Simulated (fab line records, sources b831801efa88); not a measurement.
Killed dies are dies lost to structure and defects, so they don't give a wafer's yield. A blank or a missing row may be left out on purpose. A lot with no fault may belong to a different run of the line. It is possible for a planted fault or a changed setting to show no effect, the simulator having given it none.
The tool behind it: which one? :: flow gf180mcu :: 13 lots, 39 wafers sampled, at 4 steps of a route of 602

WHAT EACH GAUGE READ, for each wafer
GF_PASSIVATION_THK_MEAS_03. Usual: PASSIVATION_CVD_02_THK typically reads 698 nm, with standard deviation 11.
lot: L961
measured: day 27 21:46
on: film-metro-03
PASSIVATION_CVD_02_THK (nm): 689 701 693
flag: 

lot: L962
measured: day 28 12:56
on: film-metro-01
PASSIVATION_CVD_02_THK (nm): 688 708 710
flag: 

lot: L964
measured: day 28 20:53
on: film-metro-04
PASSIVATION_CVD_02_THK (nm): 689 688 705
flag: 

lot: L966
measured: day 29 20:18
on: film-metro-01
PASSIVATION_CVD_02_THK (nm): 701 704 704
flag: 

lot: L967
measured: day 30 08:34
on: film-metro-03
PASSIVATION_CVD_02_THK (nm): 697 714 711
flag: 

lot: L968
measured: day 30 10:49
on: film-metro-01
PASSIVATION_CVD_02_THK (nm): 689 693 706
flag: 

lot: L970
measured: day 30 22:47
on: film-metro-03
PASSIVATION_CVD_02_THK (nm): 699 704 706
flag: 

lot: L975
measured: day 32 03:46
on: film-metro-04
PASSIVATION_CVD_02_THK (nm): 682 702 694
flag: 

lot: L977
measured: day 32 15:29
on: film-metro-04
PASSIVATION_CVD_02_THK (nm): 683 689 695
flag: 

lot: L979
measured: day 33 03:59
on: film-metro-01
PASSIVATION_CVD_02_THK (nm): 680 700 696
flag: 

lot: L980
measured: day 33 10:33
on: film-metro-03
PASSIVATION_CVD_02_THK (nm): 698 713 708
flag: 

lot: L982
measured: day 33 18:11
on: film-metro-03
PASSIVATION_CVD_02_THK (nm): 699 687 692
flag: 

lot: L983
measured: day 34 00:00
on: film-metro-04
PASSIVATION_CVD_02_THK (nm): 703 701 715
flag: 

TOOL THAT RAN EACH LOT (tool first, then ch and the chambers of the sampled wafers, then the start)
lot: L961
GF_MIM_SPUTTER_03: pvd-sputter-04, day 24 05:16
GF_MIM_SPUTTER_09: pvd-sputter-02, day 24 05:32
GF_V5_CMP_04: cmp-02 ch 0,1,3, day 26 01:25

lot: L962
GF_MIM_SPUTTER_03: pvd-sputter-03, day 24 19:52
GF_MIM_SPUTTER_09: pvd-sputter-04, day 24 20:05
GF_V5_CMP_04: cmp-01 ch 0,1,2, day 26 19:18

lot: L964
GF_MIM_SPUTTER_03: pvd-sputter-02, day 25 07:46
GF_MIM_SPUTTER_09: pvd-sputter-04, day 25 07:59
GF_V5_CMP_04: cmp-01 ch 0,1,3, day 27 02:33

lot: L966
GF_MIM_SPUTTER_03: pvd-sputter-02, day 26 08:58
GF_MIM_SPUTTER_09: pvd-sputter-04, day 26 09:11
GF_V5_CMP_04: cmp-02 ch 0,1, day 28 02:47

lot: L967
GF_MIM_SPUTTER_03: pvd-sputter-02, day 26 21:19
GF_MIM_SPUTTER_09: pvd-sputter-03, day 26 21:32
GF_V5_CMP_04: cmp-01 ch 0,1,2, day 28 14:19

lot: L968
GF_MIM_SPUTTER_03: pvd-sputter-02, day 26 23:07
GF_MIM_SPUTTER_09: pvd-sputter-04, day 26 23:20
GF_V5_CMP_04: cmp-02 ch 1,2,3, day 28 17:55

lot: L970
GF_MIM_SPUTTER_03: pvd-sputter-02, day 27 13:07
GF_MIM_SPUTTER_09: pvd-sputter-04, day 27 13:20
GF_V5_CMP_04: cmp-01 ch 0,2, day 29 06:01

lot: L975
GF_MIM_SPUTTER_03: pvd-sputter-04, day 28 22:22
GF_MIM_SPUTTER_09: pvd-sputter-03, day 28 22:35
GF_V5_CMP_04: cmp-02 ch 0,1,3, day 30 13:06

lot: L977
GF_MIM_SPUTTER_03: pvd-sputter-04, day 29 11:54
GF_MIM_SPUTTER_09: pvd-sputter-03, day 29 12:07
GF_V5_CMP_04: cmp-02 ch 0,1,3, day 31 02:37

lot: L979
GF_MIM_SPUTTER_03: pvd-sputter-02, day 30 03:11
GF_MIM_SPUTTER_09: pvd-sputter-03, day 30 03:24
GF_V5_CMP_04: cmp-01 ch 2,3, day 31 15:57

lot: L980
GF_MIM_SPUTTER_03: pvd-sputter-04, day 30 10:35
GF_MIM_SPUTTER_09: pvd-sputter-02, day 30 10:48
GF_V5_CMP_04: cmp-02 ch 1,2, day 31 22:50

lot: L982
GF_MIM_SPUTTER_03: pvd-sputter-03, day 30 17:58
GF_MIM_SPUTTER_09: pvd-sputter-04, day 30 18:11
GF_V5_CMP_04: cmp-01 ch 0,1,2, day 32 06:59

lot: L983
GF_MIM_SPUTTER_03: pvd-sputter-03, day 31 02:29
GF_MIM_SPUTTER_09: pvd-sputter-04, day 31 02:42
GF_V5_CMP_04: cmp-01 ch 0,1,2, day 32 13:20
- GF_MIM_SPUTTER_03: material Ti, target thk 10 nm, time 6.7 s.
- GF_MIM_SPUTTER_09: material TiN, target thk 35 nm, time 29.2 s.
- GF_V5_CMP_04: polishes SiO2.

AS READ BY THE TOOLS THEMSELVES (means over the sampled wafers that have a number; for cases with no such wafer, the mark the record gives instead)
GF_MIM_SPUTTER_03. Usual: cathode-dc-power-W 3000.0 W, standard deviation 0.58; throttle-valve-pct 30.0 %, standard deviation 1.3.
lot: L961
tool: pvd-sputter-04
cathode-dc-power-W (W): 2999.7
throttle-valve-pct (%): 29.9
flag: 

lot: L962
tool: pvd-sputter-03
cathode-dc-power-W (W): 2999.4
throttle-valve-pct (%): 30.3
flag: 

lot: L964
tool: pvd-sputter-02
cathode-dc-power-W (W): 2999.9
throttle-valve-pct (%): 31.6
flag: 

lot: L966
tool: pvd-sputter-02
cathode-dc-power-W (W): 2999.5
throttle-valve-pct (%): 30.3
flag: 

lot: L967
tool: pvd-sputter-02
cathode-dc-power-W (W): 2999.9
throttle-valve-pct (%): 31.7
flag: 

lot: L968
tool: pvd-sputter-02
cathode-dc-power-W (W): 3000.1
throttle-valve-pct (%): 28.9
flag: 

lot: L970
tool: pvd-sputter-02
cathode-dc-power-W (W): 2999.9
throttle-valve-pct (%): 30.5
flag: 

lot: L975
tool: pvd-sputter-04
cathode-dc-power-W (W): 3000.3
throttle-valve-pct (%): 29.1
flag: 

lot: L977
tool: pvd-sputter-04
cathode-dc-power-W (W): 3000.5
throttle-valve-pct (%): 29.3
flag: 

lot: L979
tool: pvd-sputter-02
cathode-dc-power-W (W): 3000.6
throttle-valve-pct (%): 29.1
flag: 

lot: L980
tool: pvd-sputter-04
cathode-dc-power-W (W): 3000.3
throttle-valve-pct (%): 29.0
flag: 

lot: L982
tool: pvd-sputter-03
cathode-dc-power-W (W): 3000.2
throttle-valve-pct (%): 30.0
flag: 

lot: L983
tool: pvd-sputter-03
cathode-dc-power-W (W): 3000.0
throttle-valve-pct (%): 29.6
flag: 

GF_MIM_SPUTTER_09. Usual: cathode-dc-power-W 6500.0 W, standard deviation 1.3; throttle-valve-pct 29.8 %, standard deviation 1.1.
lot: L961
tool: pvd-sputter-02
cathode-dc-power-W (W): 6500.2
throttle-valve-pct (%): 30.7
flag: 

lot: L962
tool: pvd-sputter-04
cathode-dc-power-W (W): 6498.9
throttle-valve-pct (%): 29.3
flag: 

lot: L964
tool: pvd-sputter-04
cathode-dc-power-W (W): 6500.0
throttle-valve-pct (%): 29.4
flag: 

lot: L966
tool: pvd-sputter-04
cathode-dc-power-W (W): 6499.7
throttle-valve-pct (%): 29.0
flag: 

lot: L967
tool: pvd-sputter-03
cathode-dc-power-W (W): 6500.3
throttle-valve-pct (%): 29.9
flag: 

lot: L968
tool: pvd-sputter-04
cathode-dc-power-W (W): 6500.4
throttle-valve-pct (%): 29.4
flag: 

lot: L970
tool: pvd-sputter-04
cathode-dc-power-W (W): 6499.2
throttle-valve-pct (%): 29.7
flag: 

lot: L975
tool: pvd-sputter-03
cathode-dc-power-W (W): 6500.3
throttle-valve-pct (%): 29.9
flag: 

lot: L977
tool: pvd-sputter-03
cathode-dc-power-W (W): 6498.3
throttle-valve-pct (%): 30.2
flag: 

lot: L979
tool: pvd-sputter-03
cathode-dc-power-W (W): 6498.7
throttle-valve-pct (%): 29.7
flag: 

lot: L980
tool: pvd-sputter-02
cathode-dc-power-W (W): 6498.9
throttle-valve-pct (%): 30.4
flag: 

lot: L982
tool: pvd-sputter-04
cathode-dc-power-W (W): 6500.0
throttle-valve-pct (%): 29.4
flag: 

lot: L983
tool: pvd-sputter-04
cathode-dc-power-W (W): 6500.2
throttle-valve-pct (%): 29.3
flag: 

GF_V5_CMP_04. Usual: motor-current-A 12.3 A, standard deviation 0.93; slurry-flow-ml-min 150.0, standard deviation 0.44.
lot: L961
tool: cmp-02
motor-current-A (A): 13.7
slurry-flow-ml-min: 150.2
flag: 

lot: L962
tool: cmp-01
motor-current-A (A): 12.2
slurry-flow-ml-min: 149.9
flag: 

lot: L964
tool: cmp-01
motor-current-A (A): 11.6
slurry-flow-ml-min: 149.8
flag: 

lot: L966
tool: cmp-02
motor-current-A (A): 13.1
slurry-flow-ml-min: 150.5
flag: 

lot: L967
tool: cmp-01
motor-current-A (A): 11.8
slurry-flow-ml-min: 150.0
flag: 

lot: L968
tool: cmp-02
motor-current-A (A): 12.9
slurry-flow-ml-min: 149.9
flag: 

lot: L970
tool: cmp-01
motor-current-A (A): 12.3
slurry-flow-ml-min: 149.9
flag: 

lot: L975
tool: cmp-02
motor-current-A (A): 13.2
slurry-flow-ml-min: 150.1
flag: 

lot: L977
tool: cmp-02
motor-current-A (A): 13.4
slurry-flow-ml-min: 149.9
flag: 

lot: L979
tool: cmp-01
motor-current-A (A): 12.5
slurry-flow-ml-min: 150.4
flag: 

lot: L980
tool: cmp-02
motor-current-A (A): 12.1
slurry-flow-ml-min: 149.7
flag: 

lot: L982
tool: cmp-01
motor-current-A (A): 11.7
slurry-flow-ml-min: 149.8
flag: 

lot: L983
tool: cmp-01
motor-current-A (A): 11.7
slurry-flow-ml-min: 149.9
flag: 

THE ANSWER, worked out from the rows above alone
Rule: lot off if the mean of its wafers having a number is beyond 3 standard deviations from the usual mean. A lot without any number at a reading at which 4 lots or more have one is off too. Any other lot the step has rows for is counted as sound. After the gauges, taken in route order, come the tools' own readings; for these a lot's mean is taken, as printed above. The first step at which some lot is off is used, and at that step the reading that is off furthest; a lot without a number counts as furthest.
Across all readings shown, no lot is off: no conclusion can be drawn from this.

WHAT THE SIMULATOR HAD PUT IN
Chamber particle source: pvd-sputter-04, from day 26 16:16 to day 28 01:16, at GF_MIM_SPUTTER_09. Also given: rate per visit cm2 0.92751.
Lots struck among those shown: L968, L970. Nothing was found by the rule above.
